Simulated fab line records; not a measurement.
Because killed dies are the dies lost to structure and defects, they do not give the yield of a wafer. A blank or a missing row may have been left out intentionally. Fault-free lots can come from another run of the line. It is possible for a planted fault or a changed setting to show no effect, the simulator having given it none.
A lot that was struck, set against a sound lot :: flow sky130 :: 15 out of 708 route steps
Sound: these wafers, L823.1, L823.2, L823.5. The struck wafers were L828.2, L828.4, L828.5. The cause is named last.
Per side, at each step with rows, come the tool, then ch with its chambers, and then its first start. Under that, the readings that differ: sound wafers :: struck wafers :: difference of the means :: sigmas: that difference in standard deviations of wafers without a fault.
alike: readings with means less than 2 such deviations apart, plus words and numbers identical on both sides. not compared: withheld readings, readings lacking a value on some wafer, bounds such as >300 that could conceal the same value, and numbers that have no deviation in the record and whose values overlap.
Wherever a step has rows on one side only, a row that says differs or no value, or a row with sigmas, the two part there. When numbers do not overlap yet have no deviation, they are printed without sigmas and do not part them. Lack of a reading on every wafer of one side parts them only where that side has two or more wafers.

first, 1 step without rows for these wafers: SKY_METAL1_DEVELOP_14 (develop time 60 s).
SKY_METAL1_CD_MEAS_15 targets a cd of 140 nm.
  struck on cd sem-02, day 36 08:28; sound on cd sem-01, day 34 01:50
  alike: cd nm
SKY_METAL1_OVL_MEAS_16:
  struck on overlay-01, day 36 08:34; sound on overlay-02, day 34 01:58
  alike: METAL1_OVL
SKY_METAL1_DESCUM_17: chemistry O2, time 8 s.
  sound on rie metal-01 ch 0,1, day 34 01:59; struck on rie metal-01 ch 0,1, day 36 08:36
  alike: chamber pressure mTorr, drypump motor current A, oes product au
  not compared: rf hours counter h
SKY_METAL1_ETCH_18: etches BARC in N2/H2, stops on SiO2, time 45.9 s, target depth 60 nm.
  sound on rie metal-01 ch 0,1, day 34 02:01; struck on rie metal-01 ch 0,1, day 36 08:38
  alike: chamber pressure mTorr, drypump motor current A, oes product au, throttle valve pct
  not compared: rf hours counter h
SKY_METAL1_METAL_ETCH_19: etches the open film in Cl2/BCl3, stops on SiO2, target depth 360 nm, time 78 s.
  sound on rie metal-01 ch 0,1, day 34 02:05; struck on rie metal-01 ch 0,1, day 36 08:41
  alike: chamber pressure mTorr, drypump motor current A, oes product au, throttle valve pct
  not compared: rf hours counter h
SKY_METAL1_STRIP_20: strips in O2/N2.
  sound on plasma asher-01 ch 0,1, day 34 02:11; struck on plasma asher-01 ch 0,1, day 36 08:47
  alike: chamber pressure mTorr, drypump motor current A, oes product au, strip time to endpoint s
  not compared: rf hours counter h
then, 4 steps without rows for these wafers: SKY_METAL1_STRIP_21 (strips in post etch residue remover, time 1200 s); SKY_METAL1_CLEAN_22 (cleans in IPA, time 180 s); SKY_METAL1_CLEAN_23 (cleans in O3/DIW); SKY_VIA1_HDPCVD_00 (deposits SiO2, target thk 1030 nm, time 171.7 s).
SKY_VIA1_THK_MEAS_01:
  struck on film metro-03, day 36 09:32; sound on film metro-04, day 34 02:58
  alike: VIA1_HDPCVD_THK
SKY_VIA1_CMP_02: polishes SiO2.
  sound on cmp-02 ch 1,2,3, day 34 03:04; struck on cmp-02 ch 0,2, day 36 09:38
  no value came back on the struck wafers for edge zone pressure frac, head pressure psi (psi), motor current A (A); on the sound wafers edge zone pressure frac reads 0.997 0.995 1.000
reading: model.SiO2_of_VIA1_HDPCVD_00.thk nm (nm)
sound: 343.2 343.6 343.9
struck: 1038 1043 1049
difference: +700
sigmas: 
SKY_VIA1_BOW_MEAS_03:
  struck on film metro-03, day 36 10:13; sound on film metro-04, day 34 03:19
reading: VIA1_BOW (um)
sound: 89 88 82
struck: - - -
difference: no value on the struck wafers
sigmas: 
  not compared: hold
then, 1 step without rows for these wafers: SKY_PAD_OPEN_PROBE_99.

== WHERE THEY PART ==
First at SKY_VIA1_CMP_02; last, within this record, at SKY_VIA1_BOW_MEAS_03.

WHY: the cause the simulator had injected
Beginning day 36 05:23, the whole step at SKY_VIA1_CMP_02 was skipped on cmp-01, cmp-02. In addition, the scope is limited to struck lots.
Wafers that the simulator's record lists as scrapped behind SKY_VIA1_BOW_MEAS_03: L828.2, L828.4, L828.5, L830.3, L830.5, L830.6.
